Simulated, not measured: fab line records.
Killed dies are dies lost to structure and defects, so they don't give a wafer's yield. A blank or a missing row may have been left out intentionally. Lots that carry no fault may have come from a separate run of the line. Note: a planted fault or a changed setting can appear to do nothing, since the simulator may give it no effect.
Which of the tools did it? + flow sky130 + 14 lots with 42 wafers sampled at 5 steps, on a route of 708 steps

== WHAT THE GAUGES SHOWED, per wafer ==
SKY_SPACER_THK_MEAS_01.
| lot  | measured     | on            | SPACER_CVD_00_THK (nm) |
|------|--------------|---------------|------------------------|
| L422 | day 23 04:37 | film_metro-01 | 43.5 43.7 43.6         |
| L423 | day 23 09:21 | film_metro-03 | 42.9 43.1 42.7         |
| L424 | day 23 22:33 | film_metro-01 | 43.4 43.3 43.1         |
| L428 | day 25 09:01 | film_metro-03 | 43.3 43.4 43.6         |
| L429 | day 25 20:46 | film_metro-03 | 43.6 43.9 43.9         |
| L434 | day 27 06:18 | film_metro-03 | 42.6 43.0 42.9         |
| L435 | day 27 17:25 | film_metro-03 | 43.8 43.5 43.4         |
| L436 | day 28 02:49 | film_metro-02 | 42.5 42.6 42.4         |
| L439 | day 29 14:28 | film_metro-02 | 43.2 43.0 42.9         |
| L440 | day 29 14:29 | film_metro-01 | 43.8 43.9 43.5         |
| L441 | day 29 15:41 | film_metro-03 | 43.1 43.1 43.1         |
| L442 | day 29 20:37 | film_metro-01 | 43.3 42.9 43.2         |
| L443 | day 30 08:57 | film_metro-02 | 43.7 43.6 43.6         |
| L445 | day 31 01:32 | film_metro-02 | 42.6 43.0 42.5         |

SKY_SD_N_RS_MEAS_16: measures by four-point-probe.
| lot  | measured     | on            | SD_N_RS (ohm/sq)  |
|------|--------------|---------------|-------------------|
| L422 | day 28 03:23 | film_metro-02 | 68.70 68.72 68.69 |
| L423 | day 28 08:01 | film_metro-04 | 68.74 68.68 68.75 |
| L424 | day 28 20:47 | film_metro-04 | 68.58 68.70 68.68 |
| L428 | day 30 06:12 | film_metro-02 | 65.99 65.92 65.83 |
| L429 | day 30 16:51 | film_metro-01 | 65.75 65.71 65.87 |
| L434 | day 32 01:50 | film_metro-04 | 68.58 68.79 68.60 |
| L435 | day 32 11:29 | film_metro-02 | 68.57 68.43 68.42 |
| L436 | day 32 20:21 | film_metro-02 | 68.45 68.39 68.38 |
| L439 | day 34 04:52 | film_metro-02 | 68.49 68.57 68.52 |
| L440 | day 34 05:59 | film_metro-04 | 68.89 68.72 68.87 |
| L441 | day 34 06:05 | film_metro-01 | 68.47 68.29 68.40 |
| L442 | day 34 12:03 | film_metro-04 | 68.86 68.86 68.95 |
| L443 | day 34 22:29 | film_metro-01 | 68.28 68.46 68.37 |
| L445 | day 35 14:49 | film_metro-04 | 68.93 68.76 68.92 |

SKY_SD_N_RS_MEAS_17: measures by four-point-probe.
| lot  | measured     | on            | SD_P_RS (ohm/sq)  |
|------|--------------|---------------|-------------------|
| L422 | day 28 03:31 | film_metro-02 | 146.1 146.0 146.2 |
| L423 | day 28 08:08 | film_metro-04 | 146.3 146.1 146.2 |
| L424 | day 28 20:55 | film_metro-04 | 146.1 145.9 145.7 |
| L428 | day 30 06:23 | film_metro-02 | 146.1 145.4 145.6 |
| L429 | day 30 16:58 | film_metro-01 | 145.9 145.7 145.6 |
| L434 | day 32 01:58 | film_metro-04 | 145.6 146.2 145.5 |
| L435 | day 32 11:36 | film_metro-02 | 145.3 145.3 145.2 |
| L436 | day 32 20:28 | film_metro-02 | 145.7 145.6 145.5 |
| L439 | day 34 04:59 | film_metro-02 | 145.7 146.0 145.9 |
| L440 | day 34 06:06 | film_metro-04 | 146.6 146.5 146.0 |
| L441 | day 34 06:12 | film_metro-01 | 145.5 145.6 145.3 |
| L442 | day 34 12:10 | film_metro-04 | 146.8 147.0 146.3 |
| L443 | day 34 22:37 | film_metro-01 | 145.5 145.3 145.4 |
| L445 | day 35 14:56 | film_metro-04 | 146.6 146.5 146.7 |

SKY_LI_CONTACT_THK_MEAS_01.
| lot  | measured     | on            | LI_CONTACT_HDPCVD_THK (nm) |
|------|--------------|---------------|----------------------------|
| L422 | day 28 03:53 | film_metro-01 | 929 923 923                |
| L423 | day 28 08:31 | film_metro-02 | 922 920 933                |
| L424 | day 28 21:16 | film_metro-01 | 929 935 929                |
| L428 | day 30 06:44 | film_metro-01 | 927 929 936                |
| L429 | day 30 17:20 | film_metro-02 | 950 941 950                |
| L434 | day 32 02:24 | film_metro-01 | 922 939 934                |
| L435 | day 32 12:00 | film_metro-02 | 916 923 924                |
| L436 | day 32 20:49 | film_metro-01 | 942 925 944                |
| L439 | day 34 05:20 | film_metro-01 | 924 939 918                |
| L440 | day 34 06:27 | film_metro-02 | 929 935 927                |
| L441 | day 34 06:34 | film_metro-02 | 928 925 941                |
| L442 | day 34 12:31 | film_metro-02 | 955 933 946                |
| L443 | day 34 22:58 | film_metro-04 | 933 946 927                |
| L445 | day 35 15:17 | film_metro-02 | 915 921 937                |

== TOOL THAT RAN EACH LOT (tool first, then ch and the chambers of the sampled wafers, then the start) ==
| lot  | SKY_SD_N_IMPLANT_10             |
|------|---------------------------------|
| L422 | implanter-04 ch 0, day 28 02:51 |
| L423 | implanter-04 ch 0, day 28 07:28 |
| L424 | implanter-02 ch 0, day 28 20:16 |
| L428 | implanter-04 ch 0, day 30 04:58 |
| L429 | implanter-02 ch 0, day 30 16:00 |
| L434 | implanter-04 ch 0, day 32 01:19 |
| L435 | implanter-02 ch 0, day 32 10:57 |
| L436 | implanter-03 ch 0, day 32 19:49 |
| L439 | implanter-03 ch 0, day 34 04:19 |
| L440 | implanter-04 ch 0, day 34 05:27 |
| L441 | implanter-03 ch 0, day 34 05:32 |
| L442 | implanter-04 ch 0, day 34 11:31 |
| L443 | implanter-04 ch 0, day 34 21:57 |
| L445 | implanter-04 ch 0, day 35 14:17 |
- SKY_SD_N_IMPLANT_10

== WHAT THE TOOLS THEMSELVES READ (means of the sampled wafers that have a number; where no wafer has one, the mark that the record gives instead) ==
The record holds no such reading with a usual standard deviation.

== THE ANSWER, worked out from the rows above alone ==
Rule: what is usual is taken from the lots themselves. Put in order of their means at a reading, lots are off if they are a third of the lots or fewer, leave a main group of 4 or more, and stand apart from it by a gap of 3 or more times the standard deviation of the main group's means; of several such gaps the widest counts. Not used: any main group whose means are identical at the precision the tables above print for the reading. A lot without any number at a reading at which 4 lots or more have one is off too. Where the step has rows for the other lots, those lots are counted as sound. The gauges are gone through in route order, then the tools' own readings, and for those a lot's mean is taken as printed above. At the first step where some lot is off, the reading lying furthest off is the one used; lots without a number count as furthest.
Off: L428, L429, at SKY_SD_N_RS_MEAS_16 (SD_N_RS). Main group: mean 68.62 ohm/sq, sd 0.18.
If a tool, at a process step before that reading, ran all the lots that are off and no sound lot after the first of them, it fits. The gauges at SKY_SD_N_RS_MEAS_16 are tried like those tools. No candidate that was tried fits.

== WHAT THE SIMULATOR HAD INSERTED ==
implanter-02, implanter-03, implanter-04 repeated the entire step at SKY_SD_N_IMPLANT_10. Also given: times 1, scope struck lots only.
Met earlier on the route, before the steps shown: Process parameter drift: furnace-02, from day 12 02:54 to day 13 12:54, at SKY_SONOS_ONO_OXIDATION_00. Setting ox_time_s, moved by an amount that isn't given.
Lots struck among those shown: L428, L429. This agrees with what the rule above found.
